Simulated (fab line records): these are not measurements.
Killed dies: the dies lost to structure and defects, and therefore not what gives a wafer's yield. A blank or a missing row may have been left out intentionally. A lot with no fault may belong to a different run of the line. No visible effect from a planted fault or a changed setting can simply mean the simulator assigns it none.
Which tool was responsible? :: flow gf180mcu :: Sampling: 11 lots, 33 wafers, 5 of 602 route steps

WHAT THE GAUGES SHOWED, per wafer
GF_V1_CD_MEAS_14: the cd target is 260 nm. Usual: cd-nm 260.0 nm, standard deviation 1.2.
lot: L204
measured: day 18 08:20
on: cd-sem-01
cd-nm (nm): 259.2 258.2 258.6
flag: 

lot: L207
measured: day 19 18:47
on: cd-sem-01
cd-nm (nm): 261.1 259.6 260.0
flag: 

lot: L210
measured: day 21 03:16
on: cd-sem-02
cd-nm (nm): 258.7 260.0 258.7
flag: 

lot: L211
measured: day 21 09:52
on: cd-sem-01
cd-nm (nm): 260.5 260.7 261.1
flag: 

lot: L212
measured: day 21 14:04
on: cd-sem-01
cd-nm (nm): 260.2 260.0 258.9
flag: 

lot: L220
measured: day 24 06:25
on: cd-sem-02
cd-nm (nm): 258.9 258.3 258.8
flag: 

lot: L221
measured: day 24 12:00
on: cd-sem-02
cd-nm (nm): 259.9 258.9 259.7
flag: 

lot: L223
measured: day 25 08:01
on: cd-sem-01
cd-nm (nm): 260.3 259.8 259.5
flag: 

lot: L225
measured: day 25 15:31
on: cd-sem-01
cd-nm (nm): 261.3 261.4 261.4
flag: 

lot: L226
measured: day 26 00:50
on: cd-sem-01
cd-nm (nm): 259.5 261.2 261.4
flag: 

lot: L227
measured: day 26 07:05
on: cd-sem-02
cd-nm (nm): 260.4 260.3 260.6
flag: 

GF_V4_THK_MEAS_01. Usual: V4_CVD_00_THK gives 602 nm (standard deviation 7.9).
lot: L204
measured: day 23 20:27
on: film-metro-04
V4_CVD_00_THK (nm): 596 601 598
flag: 

lot: L207
measured: day 24 23:16
on: film-metro-04
V4_CVD_00_THK (nm): 614 602 609
flag: 

lot: L220
measured: day 28 23:08
on: film-metro-01
V4_CVD_00_THK (nm): 596 597 587
flag: 

lot: L221
measured: day 29 04:41
on: film-metro-04
V4_CVD_00_THK (nm): 584 590 587
flag: 

lot: L223
measured: day 29 21:58
on: film-metro-01
V4_CVD_00_THK (nm): 598 608 602
flag: 

lot: L225
measured: day 30 04:02
on: film-metro-01
V4_CVD_00_THK (nm): 603 617 603
flag: 

lot: L226
measured: day 30 11:54
on: film-metro-01
V4_CVD_00_THK (nm): 602 588 594
flag: 

lot: L227
measured: day 30 18:16
on: film-metro-01
V4_CVD_00_THK (nm): 594 605 614
flag: 

TOOL THAT RAN EACH LOT (tool first, then ch and the chambers of the sampled wafers, then the start)
lot: L204
GF_M2_METAL_ETCH_16: rie-metal-04 ch 0,1, day 19 14:38
GF_M2_STRIP_17: plasma-asher-03 ch 0,1, day 19 14:45
GF_V3_CMP_26: cmp-02 ch 0,1,3, day 22 20:26

lot: L207
GF_M2_METAL_ETCH_16: rie-metal-02 ch 0,1, day 20 20:49
GF_M2_STRIP_17: plasma-asher-03 ch 1, day 20 20:57
GF_V3_CMP_26: cmp-01 ch 0,1,3, day 24 00:10

lot: L210
GF_M2_METAL_ETCH_16: rie-metal-02 ch 0,1, day 22 05:01
GF_M2_STRIP_17: plasma-asher-03 ch 0,1, day 22 05:08
GF_V3_CMP_26: -

lot: L211
GF_M2_METAL_ETCH_16: rie-metal-04 ch 0,1, day 22 11:05
GF_M2_STRIP_17: plasma-asher-04 ch 0,1, day 22 11:13
GF_V3_CMP_26: -

lot: L212
GF_M2_METAL_ETCH_16: rie-metal-02 ch 1, day 22 15:25
GF_M2_STRIP_17: plasma-asher-03 ch 0, day 22 15:32
GF_V3_CMP_26: -

lot: L220
GF_M2_METAL_ETCH_16: rie-metal-04 ch 0,1, day 25 05:51
GF_M2_STRIP_17: plasma-asher-04 ch 0,1, day 25 05:59
GF_V3_CMP_26: cmp-02 ch 1,2,3, day 28 01:52

lot: L221
GF_M2_METAL_ETCH_16: rie-metal-02 ch 0, day 25 11:40
GF_M2_STRIP_17: plasma-asher-01 ch 0,1, day 25 11:48
GF_V3_CMP_26: cmp-02 ch 0,2, day 28 08:08

lot: L223
GF_M2_METAL_ETCH_16: rie-metal-04 ch 0,1, day 26 07:19
GF_M2_STRIP_17: plasma-asher-04 ch 0,1, day 26 07:26
GF_V3_CMP_26: cmp-02 ch 0,1, day 29 00:57

lot: L225
GF_M2_METAL_ETCH_16: rie-metal-01 ch 0,1, day 26 14:19
GF_M2_STRIP_17: plasma-asher-03 ch 0,1, day 26 14:26
GF_V3_CMP_26: cmp-02 ch 1,2, day 29 07:27

lot: L226
GF_M2_METAL_ETCH_16: rie-metal-02 ch 0,1, day 26 23:24
GF_M2_STRIP_17: plasma-asher-01 ch 0,1, day 26 23:31
GF_V3_CMP_26: cmp-02 ch 2,3, day 29 15:42

lot: L227
GF_M2_METAL_ETCH_16: rie-metal-04 ch 0, day 27 05:28
GF_M2_STRIP_17: plasma-asher-04 ch 0,1, day 27 05:40
GF_V3_CMP_26: cmp-01 ch 0,2,3, day 29 21:59
- GF_M2_METAL_ETCH_16: etches the open film in Cl2/BCl3, stops on SiO2, target depth 750.8 nm, time 125.1 s.
- GF_M2_STRIP_17: strips in O2/N2.
- GF_V3_CMP_26: polishes, stops on SiO2, t overpolish 15 s, target thk 0 nm.

WHAT THE TOOLS THEMSELVES READ (means of the sampled wafers that have a number; where no wafer has one, the mark that the record gives instead)
GF_M2_METAL_ETCH_16. Usual: bcl3-flow-sccm 40.00 sccm, standard deviation 0.12; bias-w 140.0 W, standard deviation 0.4; drypump-motor-current-A 5.7 A, standard deviation 0.42; oes-product-au 0.990 a.u., standard deviation 0.0061; rf-fwd-power-W 797 W, standard deviation 3; throttle-valve-pct 28.229 %, standard deviation 0.0096.
lot: L204
tool: rie-metal-04
bcl3-flow-sccm (sccm): 40.13
bias-w (W): 140.4
drypump-motor-current-A (A): 5.9
oes-product-au (a.u.): 0.989
rf-fwd-power-W (W): 795
throttle-valve-pct (%): 28.233
flag: 

lot: L207
tool: rie-metal-02
bcl3-flow-sccm (sccm): 40.01
bias-w (W): 139.6
drypump-motor-current-A (A): 5.7
oes-product-au (a.u.): 0.988
rf-fwd-power-W (W): 798
throttle-valve-pct (%): 28.241
flag: 

lot: L210
tool: rie-metal-02
bcl3-flow-sccm (sccm): -
bias-w (W): -
drypump-motor-current-A (A): -
oes-product-au (a.u.): -
rf-fwd-power-W (W): -
throttle-valve-pct (%): -
flag: OFF

lot: L211
tool: rie-metal-04
bcl3-flow-sccm (sccm): -
bias-w (W): -
drypump-motor-current-A (A): -
oes-product-au (a.u.): -
rf-fwd-power-W (W): -
throttle-valve-pct (%): -
flag: OFF

lot: L212
tool: rie-metal-02
bcl3-flow-sccm (sccm): -
bias-w (W): -
drypump-motor-current-A (A): -
oes-product-au (a.u.): -
rf-fwd-power-W (W): -
throttle-valve-pct (%): -
flag: OFF

lot: L220
tool: rie-metal-04
bcl3-flow-sccm (sccm): 39.97
bias-w (W): 139.7
drypump-motor-current-A (A): 5.9
oes-product-au (a.u.): 0.989
rf-fwd-power-W (W): 797
throttle-valve-pct (%): 28.226
flag: 

lot: L221
tool: rie-metal-02
bcl3-flow-sccm (sccm): 39.97
bias-w (W): 140.0
drypump-motor-current-A (A): 5.1
oes-product-au (a.u.): 0.986
rf-fwd-power-W (W): 794
throttle-valve-pct (%): 28.233
flag: 

lot: L223
tool: rie-metal-04
bcl3-flow-sccm (sccm): 40.13
bias-w (W): 140.1
drypump-motor-current-A (A): 5.5
oes-product-au (a.u.): 0.997
rf-fwd-power-W (W): 794
throttle-valve-pct (%): 28.216
flag: 

lot: L225
tool: rie-metal-01
bcl3-flow-sccm (sccm): 39.91
bias-w (W): 139.9
drypump-motor-current-A (A): 5.8
oes-product-au (a.u.): 0.985
rf-fwd-power-W (W): 795
throttle-valve-pct (%): 28.229
flag: 

lot: L226
tool: rie-metal-02
bcl3-flow-sccm (sccm): 40.07
bias-w (W): 139.9
drypump-motor-current-A (A): 5.5
oes-product-au (a.u.): 0.993
rf-fwd-power-W (W): 798
throttle-valve-pct (%): 28.228
flag: 

lot: L227
tool: rie-metal-04
bcl3-flow-sccm (sccm): 40.01
bias-w (W): 140.2
drypump-motor-current-A (A): 6.1
oes-product-au (a.u.): 0.988
rf-fwd-power-W (W): 800
throttle-valve-pct (%): 28.232
flag: 

GF_M2_STRIP_17. Usual: drypump-motor-current-A 5.7 A, standard deviation 0.32; heater-power-w 344 W, standard deviation 35; oes-product-au 0.537 a.u., standard deviation 0.0051; strip-time-to-endpoint-s 7.39 s, standard deviation 0.063.
lot: L204
tool: plasma-asher-03
drypump-motor-current-A (A): 5.7
heater-power-w (W): 373
oes-product-au (a.u.): 0.539
strip-time-to-endpoint-s (s): 7.39
flag: 

lot: L207
tool: plasma-asher-03
drypump-motor-current-A (A): 5.7
heater-power-w (W): 357
oes-product-au (a.u.): 0.539
strip-time-to-endpoint-s (s): 7.41
flag: 

lot: L210
tool: plasma-asher-03
drypump-motor-current-A (A): 5.7
heater-power-w (W): 378
oes-product-au (a.u.): 0.661
strip-time-to-endpoint-s (s): 10.25
flag: OFF

lot: L211
tool: plasma-asher-04
drypump-motor-current-A (A): 5.4
heater-power-w (W): 339
oes-product-au (a.u.): 0.655
strip-time-to-endpoint-s (s): 10.19
flag: OFF

lot: L212
tool: plasma-asher-03
drypump-motor-current-A (A): 5.7
heater-power-w (W): 383
oes-product-au (a.u.): 0.658
strip-time-to-endpoint-s (s): 10.25
flag: OFF

lot: L220
tool: plasma-asher-04
drypump-motor-current-A (A): 5.4
heater-power-w (W): 340
oes-product-au (a.u.): 0.532
strip-time-to-endpoint-s (s): 7.35
flag: 

lot: L221
tool: plasma-asher-01
drypump-motor-current-A (A): 6.0
heater-power-w (W): 330
oes-product-au (a.u.): 0.534
strip-time-to-endpoint-s (s): 7.40
flag: 

lot: L223
tool: plasma-asher-04
drypump-motor-current-A (A): 5.4
heater-power-w (W): 334
oes-product-au (a.u.): 0.534
strip-time-to-endpoint-s (s): 7.33
flag: 

lot: L225
tool: plasma-asher-03
drypump-motor-current-A (A): 5.6
heater-power-w (W): 372
oes-product-au (a.u.): 0.540
strip-time-to-endpoint-s (s): 7.42
flag: 

lot: L226
tool: plasma-asher-01
drypump-motor-current-A (A): 5.8
heater-power-w (W): 308
oes-product-au (a.u.): 0.537
strip-time-to-endpoint-s (s): 7.33
flag: 

lot: L227
tool: plasma-asher-04
drypump-motor-current-A (A): 5.4
heater-power-w (W): 336
oes-product-au (a.u.): 0.546
strip-time-to-endpoint-s (s): 7.43
flag: 

GF_V3_CMP_26. Usual: motor-current-A 10.2 A, standard deviation 0.87; overpolish-run-s 14.999 s, standard deviation 0.0088; time-to-endpoint-s 85 s, standard deviation 3.7.
lot: L204
tool: cmp-02
motor-current-A (A): 9.9
overpolish-run-s (s): 15.007
time-to-endpoint-s (s): 85
flag: 

lot: L207
tool: cmp-01
motor-current-A (A): 11.6
overpolish-run-s (s): 14.998
time-to-endpoint-s (s): 85
flag: 

lot: L220
tool: cmp-02
motor-current-A (A): 10.1
overpolish-run-s (s): 15.004
time-to-endpoint-s (s): 87
flag: 

lot: L221
tool: cmp-02
motor-current-A (A): 9.4
overpolish-run-s (s): 15.001
time-to-endpoint-s (s): 85
flag: 

lot: L223
tool: cmp-02
motor-current-A (A): 9.6
overpolish-run-s (s): 15.007
time-to-endpoint-s (s): 92
flag: 

lot: L225
tool: cmp-02
motor-current-A (A): 9.7
overpolish-run-s (s): 15.001
time-to-endpoint-s (s): 85
flag: 

lot: L226
tool: cmp-02
motor-current-A (A): 10.4
overpolish-run-s (s): 14.996
time-to-endpoint-s (s): 84
flag: 

lot: L227
tool: cmp-01
motor-current-A (A): 10.9
overpolish-run-s (s): 14.996
time-to-endpoint-s (s): 85
flag: 

THE ANSWER, worked out from the rows above alone
Rule: take the mean of a lot's wafers that have a number; if it is more than 3 standard deviations from the usual mean, the lot is off. Also off: a lot with no number at a reading for which 4 or more lots have one. The other lots that the step has rows for count as sound. After the gauges, taken in route order, come the tools' own readings; for these a lot's mean is taken, as printed above. The first step at which some lot is off is used, and at that step the reading that is off furthest; a lot without a number counts as furthest.
Off at GF_M2_METAL_ETCH_16 (bcl3-flow-sccm): L210, L211, L212. Without a number there: L210, L211, L212.
If a tool, at that step or one of the process steps before it, ran each lot that is off and ran no sound lot following the first of them, it fits. None of those tried fits.

WHAT THE SIMULATOR HAD INSERTED
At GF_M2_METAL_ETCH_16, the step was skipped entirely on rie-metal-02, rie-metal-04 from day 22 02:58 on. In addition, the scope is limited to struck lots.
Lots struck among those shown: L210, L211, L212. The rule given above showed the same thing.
